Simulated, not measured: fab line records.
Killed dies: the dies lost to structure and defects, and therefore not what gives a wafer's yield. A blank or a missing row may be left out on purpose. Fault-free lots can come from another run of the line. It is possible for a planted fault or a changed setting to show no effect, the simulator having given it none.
fab line records | flow sky130
[record] lots = 7 wafers = 21 last_day = 50
route steps=708 shown FIELD_ISO@19 PAD_OPEN@708
lots that met no fault: from a run of the same line without faults
start_h: hours from the record's first day to the start of the lot's first wafer shown | wait_h: hours elapsed since this lot's preceding step | " unchanged from the row above | L1.1+2: a row that stands for several wafers | - no value, or no start was given | * or withheld: withheld | < > ~ a bound
route shown NAME@n: names a module that has steps shown in the file, with the first one's number in the route | usual: mean and standard deviation over wafers with no fault | same: alike in all rows | chamber/n: place in a boat | sites: readings site by site | _std_site: the values' standard deviation | _edge_site: inner sites' mean taken away from outer sites' mean | radius_mm: for every site, how far away it sits from the centre of the wafer | mask NAME#n: copy n | behind: the last tool/chamber to shape the wafer | hold: reason for holding the lot/hours on hold/outcome of the hold | device: the transistor (n, p or np) that didn't switch | end of line: the route-end tests of the same wafers | step lacking rows: just its recipe | killed: at the first sort, the dies lost to defects and structure; wafer yield is something else | map: per-die view of a wafer (x killed, . not killed, _ where there is no die)
set.NAME: the run value of the setting; set.NAME@STEP: its run value at that earlier step | model.NAME: the simulator's own value behind a step, which no gauge read
certain route steps with their lots: each step a table, each wafer a row
services: the hour from which a tool's chamber was out of use, counted from the record's first day as start_h (under 0 if before that day), plus the number of hours and why
[[steps]]
[step SKY_FIELD_ISO_WET_ETCH_18]
[recipe] chemistry = H3PO4 target_depth_nm = 25 temp_c = 160 target = Si3N4 time_s = 286
[step SKY_FIELD_ISO_CLEAN_19]
[recipe] chemistry = SC1/SC2 mix = 1:4:20 temp_c = 70 time_s = 150
[step SKY_FIELD_ISO_CLEAN_20]
[recipe] chemistry = dHF time_s = 20 dilution = 100:1
[step SKY_FIELD_ISO_WET_ETCH_21]
[recipe] chemistry = dHF dilution = 100:1 target_depth_nm = 20 dry = ipa_marangoni target = SiO2 temp_c = 25 time_s = 400
[step SKY_FIELD_ISO_OXIDATION_22]
[recipe] temp_c = 950 ambient = O2 stabilise_s = 600 purge_s = 300 target_thk_a = 100 ox_time_s = 623
[step SKY_FIELD_ISO_THK_MEAS_23]
[recipe] reads = SiO2_of_FIELD_ISO_OXIDATION_22
[usual] FIELD_ISO_OXIDATION_01_THK = 10.05/0.18
// columns lot.wafer tool chamber start_h wait_h FIELD_ISO_OXIDATION_01_THK[nm]
L512.1 film_metro-02 - 71.38 0.0 10.13
L512.3 " - " " 10.14
L512.6 " - " " 10.03
L513.3 film_metro-02 - 78.55 0.0 10.06
L513.4 " - " " 9.86
L513.6 " - " " 9.82
L518.1 film_metro-02 - 104.05 0.0 10.00
L518.3 " - " " 10.00
L518.6 " - " " 9.82
L519.2 film_metro-02 - 107.84 0.0 10.16
L519.3 " - " " 10.17
L519.4 " - " " 10.14
L520.1 film_metro-04 - 110.53 0.0 9.83
L520.2 " - " " 9.86
L520.5 " - " " 10.04
L521.2 film_metro-02 - 114.80 0.0 9.96
L521.3 " - " " 9.73
L521.4 " - " " 9.80
L527.1 film_metro-04 - 146.26 0.0 10.10
L527.3 " - " " 10.03
L527.5 " - " " 10.01
[step SKY_FIELD_ISO_CVD_24]
[recipe] material = SiO2 target_thk_nm = 595 temp_c = 650 sigma_open_frac = 0.3 time_s = 99.2 sih4_flow_sccm = 60 pressure_mtorr = 6
[step SKY_FIELD_ISO_THK_MEAS_25]
[recipe] reads = SiO2_of_FIELD_ISO_CVD_24
[usual] FIELD_ISO_CVD_24_THK = 600/6.4
// columns lot.wafer tool chamber start_h wait_h FIELD_ISO_CVD_24_THK[nm]
L512.1 film_metro-02 - 71.59 0.0 602
L512.3 " - " " 605
L512.6 " - " " 602
L513.3 film_metro-04 - 78.69 0.1 603
L513.4 " - " " 615
L513.6 " - " " 608
L518.1 film_metro-03 - 104.18 0.0 601
L518.3 " - " " 596
L518.6 " - " " 593
L519.2 film_metro-03 - 107.97 0.0 601
L519.3 " - " " 603
L519.4 " - " " 614
L520.1 film_metro-03 - 110.66 0.0 597
L520.2 " - " " 600
L520.5 " - " " 597
L521.2 film_metro-04 - 114.93 0.0 590
L521.3 " - " " 592
L521.4 " - " " 587
L527.1 film_metro-02 - 146.39 0.0 598
L527.3 " - " " 601
L527.5 " - " " 603
[step SKY_FIELD_ISO_ANNEAL_26]
[recipe] temp_c = 1000 time_s = 1800 ambient = N2
[step SKY_FIELD_ISO_CMP_27]
[recipe] stop_on = Si3N4 t_overpolish_s = 16 down_force_psi = 4 platen_rpm = 60 target_thk_nm = 457.8 pad_velocity_m_s = 0.94248
[usual] motor_current_A = 12.3/1.2 overpolish_run_s = 16.000/0.008 platen_rpm = 60.00/0.038 time_to_endpoint_s = 116/4.1
// columns lot.wafer tool chamber start_h wait_h motor_current_A overpolish_run_s platen_rpm time_to_endpoint_s
L512.3 cmp-02 3 78.19 0.1 11.1 16.004 60.05 112
L512.1 " 0 " " 13.1 15.995 59.96 115
L512.6 " 3 " " 11.3 15.996 60.04 110
L513.4 cmp-02 2 82.55 0.0 11.6 16.011 59.97 120
L513.3 " 1 " " 14.4 15.992 59.96 114
L513.6 " 3 " " 11.2 16.003 59.98 116
L518.3 cmp-01 1 105.88 0.1 13.5 15.987 59.97 116
L518.1 " 3 " " 11.9 15.987 60.01 123
L518.6 " 0 " " 12.0 15.993 60.03 120
L519.4 cmp-02 1 110.14 0.0 14.3 16.000 59.91 116
L519.3 " 3 " " 10.9 16.001 60.00 115
L519.2 " 0 " " 12.5 15.998 60.02 117
L520.2 cmp-02 1 112.27 0.1 14.2 16.003 60.05 112
L520.1 " 3 " " 11.5 16.000 59.97 113
L520.5 " 0 " " 12.5 16.002 60.05 116
L521.4 cmp-02 1 117.54 0.1 14.2 16.007 60.02 112
L521.2 " 2 " " 12.0 15.983 60.01 112
L521.3 " 3 " " 11.2 16.003 60.01 112
L527.1 cmp-02 0 148.48 0.0 12.1 16.003 60.00 111
L527.3 " 2 " " 12.4 15.987 60.05 108
L527.5 " 1 " " 13.4 16.004 59.98 109
[step SKY_FIELD_ISO_WET_ETCH_28]
[recipe] chemistry = dHF target_depth_nm = 23.7 target = SiO2 dilution = 10:1 temp_c = 25 time_s = 47
[step SKY_FIELD_ISO_WET_ETCH_29]
[recipe] chemistry = H3PO4 target_depth_nm = 160 target = Si3N4 temp_c = 160 time_s = 1825
[step SKY_FIELD_ISO_WET_ETCH_30]
[recipe] chemistry = dHF target_depth_nm = 25 target = SiO2 dilution = 10:1 temp_c = 25 time_s = 50
[usual] bath_heat_duty_pct = 6.4/0.73 run_length_s = 79/3.3
// columns lot.wafer tool chamber start_h wait_h bath_heat_duty_pct run_length_s model.SiO2_of_FIELD_ISO_CVD_24.thk_nm model.SiO2_of_FIELD_ISO_OXIDATION_01.thk_nm
L512.1 wet_bench-01 1 79.00 0.0 5.4 82 405.2 0
L512.3 " 1 " " 5.7 82 406 0
L512.6 " 1 " " 6.8 82 405.8 0
L513.3 wet_bench-02 2 83.39 0.0 6.2 76 403.3 0
L513.4 " 2 " " 6.6 76 405 0
L513.6 " 2 " " 6.8 76 404.7 0
L518.1 wet_bench-02 0 106.67 0.0 - - 434.5 11.66
L518.3 " 0 " " - - 433 11.7
L518.6 " 0 " " - - 433.4 11.47
L519.2 wet_bench-01 3 111.03 0.0 - - 432.3 11.28
L519.3 " 3 " " - - 432.1 11.28
L519.4 " 3 " " - - 432.2 11.3
L520.1 wet_bench-02 1 113.06 0.0 - - 433 12.36
L520.2 " 1 " " - - 432.6 12.24
L520.5 " 1 " " - - 432.9 12.23
L521.2 wet_bench-04 2 118.33 0.0 5.9 75 404.7 0
L521.3 " 2 " " 6.7 75 403.9 0
L521.4 " 2 " " 6.7 75 404.4 0
L527.1 wet_bench-02 0 149.31 0.0 7.2 81 404 0
L527.3 " 0 " " 6.0 81 403.9 0
L527.5 " 0 " " 6.4 81 404.5 0
[step SKY_PAD_OPEN_PROBE_99]
// columns lot.wafer tool chamber start_h wait_h hold model.etest.res_p_drift_20v.line_ohm_um model.etest.res_p_drift_20v.rs_ohm_sq model.etest.pfet_16v.r_on_ohm_um model.etest.res_iso_pwell.rs_ohm_sq model.etest.res_iso_pwell.line_ohm_um model.etest.tip_p.rs_ohm_sq model.etest.pfet_01v8.r_on_ohm_um model.etest.sonos_erased.drive_ua_um
L512.1 prober-01 - 1130.78 0.1 - 1.112e+04 9311 1.531e+04 3114 1169 6961 2949 207
L512.3 prober-01 - 1130.88 0.2 - 1.123e+04 9440 1.528e+04 3172 1194 6934 2970 184.6
L512.6 prober-01 - 1131.03 0.2 - 1.125e+04 9496 1.526e+04 3186 1184 6976 2987 177
L513.3 prober-02 - 1134.39 0.2 - 1.175e+04 1.007e+04 1.519e+04 2682 1028 6901 2976 162.9
L513.4 prober-02 - 1134.44 0.2 - 1.228e+04 1.04e+04 1.528e+04 2778 1039 6871 2999 163.1
L513.6 prober-02 - 1134.54 0.2 - 1.214e+04 1.023e+04 1.525e+04 2749 1035 6937 3024 184.6
L520.1 prober-01 - 1163.38 0.1 await_dispo/3.1h/scrap 1.749e+04 1.458e+04 1.702e+04 3958 1491 7259 3061 20.38
L520.2 prober-01 - 1163.43 0.1 await_dispo/3.1h/scrap 1.754e+04 1.442e+04 1.724e+04 3920 1503 7290 3184 21.55
L520.5 prober-01 - 1163.58 0.2 await_dispo/3.1h/scrap 1.796e+04 1.475e+04 1.738e+04 4020 1529 7300 3114 20.2
L521.2 prober-02 - 1164.33 0.1 - 1.052e+04 8811 1.506e+04 2812 1041 6890 2940 192.4
L521.3 prober-02 - 1164.38 0.2 - 1.048e+04 8722 1.491e+04 2744 1027 6933 2931 199.4
L521.4 prober-02 - 1164.43 0.2 - 1.016e+04 8596 1.481e+04 2679 996.2 6888 2910 215.1
L527.1 prober-01 - 1194.13 0.1 - 1.048e+04 8946 1.517e+04 2696 1026 6832 2870 182.3
L527.3 prober-01 - 1194.23 0.2 - 1.076e+04 9013 1.531e+04 2766 1042 6884 2929 185.9
L527.5 prober-01 - 1194.33 0.2 - 1.13e+04 9602 1.552e+04 2926 1102 6860 2959 208.1
// killed by level:class
L512.1 VIA1:geometric_particle:open=9 VIA2:geometric_particle:open=9 LI_CONTACT:geometric_particle:open=7 CONTACT:geometric_particle:open=6 VIA1:geometric_particle:short=5 VIA3:geometric_particle:open=5 METAL2:geometric_particle:short=5 CONTACT:geometric_particle:short=4
L512.3 CONTACT:geometric_particle:open=15 VIA1:geometric_particle:open=11 LI_CONTACT:geometric_particle:open=11 VIA1:geometric_particle:short=9 VIA2:geometric_particle:open=7 CONTACT:geometric_particle:short=6 FIELD_ISO:geometric_particle:short=4 LOCAL_INTERCONNECT:geometric_particle:short=4
L512.6 VIA1:geometric_particle:open=10 VIA2:geometric_particle:open=9 METAL2:geometric_particle:short=9 VIA3:geometric_particle:open=7 LI_CONTACT:geometric_particle:open=6 CONTACT:geometric_particle:short=5 VIA1:geometric_particle:short=5 METAL4:geometric_particle:short=4
L513.3 POLY_GATE:geometric_particle:open=8 VIA3:geometric_particle:open=6 CONTACT:geometric_particle:open=6 METAL2:geometric_particle:short=6 VIA1:geometric_particle:short=5 METAL1:geometric_particle:short=5 VIA1:geometric_particle:open=5 LI_CONTACT:geometric_particle:open=4
L513.4 VIA2:geometric_particle:open=8 METAL1:geometric_particle:short=8 CONTACT:geometric_particle:open=6 VIA3:geometric_particle:open=6 VIA1:geometric_particle:open=6 LOCAL_INTERCONNECT:geometric_particle:short=5 CONTACT:geometric_particle:short=5 FIELD_ISO:geometric_particle:short=4
L513.6 CONTACT:geometric_particle:open=13 VIA1:geometric_particle:open=9 METAL1:geometric_particle:short=7 VIA2:geometric_particle:open=6 METAL3:geometric_particle:short=5 POLY_GATE:geometric_particle:short=4 LI_CONTACT:geometric_particle:open=4 VIA1:geometric_particle:short=4
L521.2 VIA1:geometric_particle:open=16 FIELD_ISO:geometric_particle:open=7 METAL1:geometric_particle:short=6 VIA2:geometric_particle:open=6 VIA3:geometric_particle:short=6 METAL2:geometric_particle:short=5 POLY_GATE:geometric_particle:open=4 VIA3:geometric_particle:open=4
L521.3 CONTACT:geometric_particle:open=15 VIA1:geometric_particle:open=10 LI_CONTACT:geometric_particle:open=10 VIA2:geometric_particle:open=10 FIELD_ISO:geometric_particle:open=6 METAL3:geometric_particle:short=5 VIA1:geometric_particle:short=4 POLY_GATE:geometric_particle:open=3
L521.4 VIA1:geometric_particle:open=11 METAL2:geometric_particle:short=7 VIA3:geometric_particle:open=6 METAL1:geometric_particle:short=6 CONTACT:geometric_particle:open=5 FIELD_ISO:geometric_particle:short=4 LOCAL_INTERCONNECT:geometric_particle:short=4 POLY_GATE:geometric_particle:short=4
L527.1 CONTACT:geometric_particle:open=9 VIA1:geometric_particle:short=8 METAL1:geometric_particle:short=7 VIA1:geometric_particle:open=7 LI_CONTACT:geometric_particle:open=6 METAL4:geometric_particle:short=5 VIA3:geometric_particle:open=5 POLY_GATE:geometric_particle:open=4
L527.3 VIA1:geometric_particle:open=17 LI_CONTACT:geometric_particle:open=7 CONTACT:geometric_particle:open=4 METAL2:geometric_particle:open=4 FIELD_ISO:geometric_particle:open=3 VIA2:geometric_particle:open=3 VIA3:geometric_particle:open=3 FIELD_ISO:geometric_particle:short=2
L527.5 VIA1:geometric_particle:open=13 CONTACT:geometric_particle:open=10 METAL1:geometric_particle:short=8 LI_CONTACT:geometric_particle:open=7 VIA1:geometric_particle:short=6 VIA3:geometric_particle:short=6 METAL3:geometric_particle:short=4 FIELD_ISO:geometric_particle:open=3
[[services]]
// columns tool chamber start_h hours kind
cmp-01 - 56.91 2.5 repair
cmp-01 - 63.52 0.3 repair
cmp-02 - 64.08 4.0 pm
cmp-02 - 68.08 - consumable_replace:conditioner
cmp-02 - 68.08 - consumable_replace:pad
cmp-01 - 85.51 2.0 repair
wet_bench-01 - 99.74 2.2 repair
cmp-02 - 123.63 5.6 pm
cmp-01 - 129.53 7.6 pm
cmp-01 - 140.26 0.9 repair
[[key]]
[first_sign] step = SKY_FIELD_ISO_WET_ETCH_30 reading = tool_record direction = missing
effect none on later readings
[model_effect] step = SKY_FIELD_ISO_WET_ETCH_30 value = SiO2_of_FIELD_ISO_CVD_24.thk_nm without = 405.5 struck = 432.9
[model_effect] step = SKY_PAD_OPEN_PROBE_99 value = etest.res_p_drift_20v.line_ohm_um without = 1.332e+04 struck = 1.766e+04
met_at SKY_FIELD_ISO_WET_ETCH_30
struck_wafers L518.1,L518.3,L518.6,L519.2,L519.3,L519.4,L520.1,L520.2,L520.5
later_rows_left_out L518.1,L518.3,L518.6,L519.2,L519.3,L519.4,L520.1,L520.2,L520.5
sort_left_out L518.1,L518.3,L518.6,L519.2,L519.3,L519.4,L520.1,L520.2,L520.5
tester_left_out L518,L519,L520
onset_between 83.39 106.67
[fault] kind = skipped_step_whole tool = wet_bench-01,wet_bench-02 chamber = - onset_h = 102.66 steps = SKY_FIELD_ISO_WET_ETCH_30 scope = struck_lots_only
// tester_left_out: of these lots the tester's yield and bins aren't shown, on N5 and GAA mostly nor the transistor test; their killed dies are dies lost to structure and defects alone, not to doping, threshold or leakage, so they don't give the yield
// sort_left_out: the simulated sort isn't trusted on such a fault, so these wafers' sort isn't shown, and their yield isn't known
// later_rows_left_out: the simulator's readings of these wafers behind a module that went badly wrong aren't trusted and aren't shown, but for the sort
